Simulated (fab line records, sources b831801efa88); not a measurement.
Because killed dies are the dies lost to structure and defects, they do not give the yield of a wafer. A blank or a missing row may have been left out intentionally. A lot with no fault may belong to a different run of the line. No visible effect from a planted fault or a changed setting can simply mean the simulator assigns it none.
Chamber matching    flow gf180mcu    GF_V4_CMP_04 on cmp-02: 4 sister chambers
The step polishes SiO2. 4 wafers are shown with their chamber, then 11 later ones without.

WAFERS, EACH WITH ITS CHAMBER
wafer   chamber  motorCurrentA (A)
L963.6  2        12.2
L966.3  3        12.7
L966.5  1        13.0
L967.1  0        10.4

WAFERS WITHOUT THEIR CHAMBER
wafer   motorCurrentA (A)
L967.2  11.9
L967.6  10.9
L973.2  10.9
L973.3  12.6
L973.4  12.0
L974.2  12.2
L974.4  10.6
L974.6  12.1
L976.1  12.1
L976.3  10.8
L976.6  11.8

THE CHAMBER EACH PASSED THROUGH
wafer   from the rows above           in truth
L967.2  can't be placed: 2 or 3       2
L967.6  0                             0
L973.2  0                             0
L973.3  can't be placed: 3 or 1 or 2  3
L973.4  can't be placed: 2 or 3       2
L974.2  can't be placed: 2 or 3       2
L974.4  0                             0
L974.6  can't be placed: 2 or 3       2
L976.1  can't be placed: 2 or 3       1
L976.3  0                             0
L976.6  can't be placed: 2 or 3       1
Correctly placed: 4 of 11. Cannot be placed on the basis of these rows: 7; the candidates contain the true chamber in 5. Wrongly placed: 0.
How it was worked out, from the rows above alone: a wafer's distance from a chamber is the root of the sum, over the readings, of the square of ((its reading less the chamber's mean) divided by the reading's scatter). The wafer belongs to the nearest chamber; if the next one is less than 2 further off, it can't be placed. For every chamber, the mean is computed from those of its wafers that are shown. The scatter: with one shown wafer a chamber, the root of the mean of the squares of how far each hidden wafer lies from its nearest shown one.
